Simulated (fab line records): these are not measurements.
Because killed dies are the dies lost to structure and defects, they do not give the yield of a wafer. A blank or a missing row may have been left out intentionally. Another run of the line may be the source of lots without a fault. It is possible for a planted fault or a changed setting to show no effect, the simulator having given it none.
Problem report in the 8D (eight disciplines) form, filled by code -- flow sky130 -- the parts of the form that need people (team, actions taken, sign-off) are left out

== 1. WHAT WENT WRONG ==
SONOS_ONO_CVD_02_THK at SKY_SONOS_ONO_THK_MEAS_03 reads a mean of 15.88 nm on 3 wafers of 1 lot; wafers without a fault read 10.46 nm with a standard deviation of 0.13. Measured from the usual mean, that is +42 standard deviations.
First seen on wafer L693.1, day 15 12:04, on film_metro-01. The record holds 36 wafers of 12 lots with a number at this step. Rule for "out", or "out of limits": more than 4 standard deviations from the usual mean. Any other wafer with a number is counted as sound.

== 2. WHAT THIS IS AND IS NOT ==
question,is,is not
which readings at this step,SONOS_ONO_CVD_02_THK,-
which lots,L693,"L681, L682, L684, L685, L686, L688, L689, L690, L702, L703, L704"
which wafers of those lots,all that have a number,-
read on which gauges,film_metro-01,"film_metro-03, film_metro-04"
when,from day 15 12:04,"up to then (24 sound wafers); but 9 sound wafers of L702, L703, L704 came after"

== 3. THE SUSPECTS, EACH WITH WHAT RULES IT OUT ==
Counting: a tool stays on the suspect list if, at a process step up to the reading, it processed all lots that are out and no sound lot following the first of them.
- the gauge at SKY_SONOS_ONO_THK_MEAS_03: ruled out. All the wafers that are out were read on film_metro-01, but those of them that SKY_SONOS_ONO_CVD_02 has rows for are out there too, on other tools.
- lpcvd-02 at SKY_SONOS_ONO_CVD_02 (deposits Si3N4 from DCS/NH3, target thk 10.5 nm, time 180 s): ruled out as a lasting fault. The sound lots L702, L703, L704 went through it after L693, its earliest lot that is out (day 15 10:29).
Left after counting: nothing in the record.

== 4. THE CAUSE (what the simulator had put in) ==
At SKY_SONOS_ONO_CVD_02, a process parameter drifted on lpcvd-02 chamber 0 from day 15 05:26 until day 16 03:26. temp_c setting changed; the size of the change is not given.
It was ruled out by counting, in error; the rule expects a fault to strike all lots run on its tool from its start on, and this fault did not.

== 5. THE CHAIN OF EFFECTS, in route order ==
One row per reading whose mean, taken over the struck wafers that have a number, lies over 3 standard deviations from the usual. Readings are gone through only where the record gives a usual standard deviation; hours: the median, over the lots, of the time from a lot's start at the first step in this table giving one to that lot's start at this step; sigmas: the change measured in usual standard deviations.
hours,step,reading,usual,on struck wafers,change,sigmas
0,SKY_SONOS_ONO_CVD_02,spike_tc_bottom_C,788.0 C,810.4,+22.4,+14
0,SKY_SONOS_ONO_CVD_02,spike_tc_centre_C,770.6 C,792.6,+22.0,+22
0,SKY_SONOS_ONO_CVD_02,spike_tc_lower_C,770.2 C,792.4,+22.2,+20
0,SKY_SONOS_ONO_CVD_02,spike_tc_top_C,782.7 C,806.1,+23.4,+12
0,SKY_SONOS_ONO_CVD_02,spike_tc_upper_C,769.8 C,791.5,+21.7,+24
0,SKY_SONOS_ONO_CVD_02,susceptor_temp_C,770.0 C,791.6,+21.6,+64
0,SKY_SONOS_ONO_CVD_02,zone_power_bottom_pct,19.70 %,21.00,+1.30,+4.5
0,SKY_SONOS_ONO_CVD_02,zone_power_top_pct,23.00 %,24.07,+1.07,+4.9
0,SKY_SONOS_ONO_CVD_02,zone_power_upper_pct,13.08 %,13.81,+0.73,+5.6
2,SKY_SONOS_ONO_THK_MEAS_03,SONOS_ONO_CVD_02_THK,10.46 nm,15.88,+5.42,+42
It contains these process steps:
- SKY_SONOS_ONO_CVD_02: deposits Si3N4 from DCS/NH3, target thk 10.5 nm, time 180 s.
Later steps that measure or inspect, where all struck wafers having a row at the step show a number for every such reading and not one has moved that far: SKY_SONOS_ONO_OVL_MEAS_14.

== 6. WHAT WOULD HAVE CAUGHT IT SOONER ==
Counted from the fault's start at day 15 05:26, it took 7 hours until the first out-of-limits reading at a measuring or inspecting step in this record, taken at day 15 12:04.
Tool's own readings at SKY_SONOS_ONO_CVD_02, spike_tc_bottom_C, spike_tc_centre_C, spike_tc_lower_C, spike_tc_top_C, spike_tc_upper_C, susceptor_temp_C, zone_power_upper_pct: out on all struck wafers the step has rows for; an alarm limit on them would have tripped on the first.
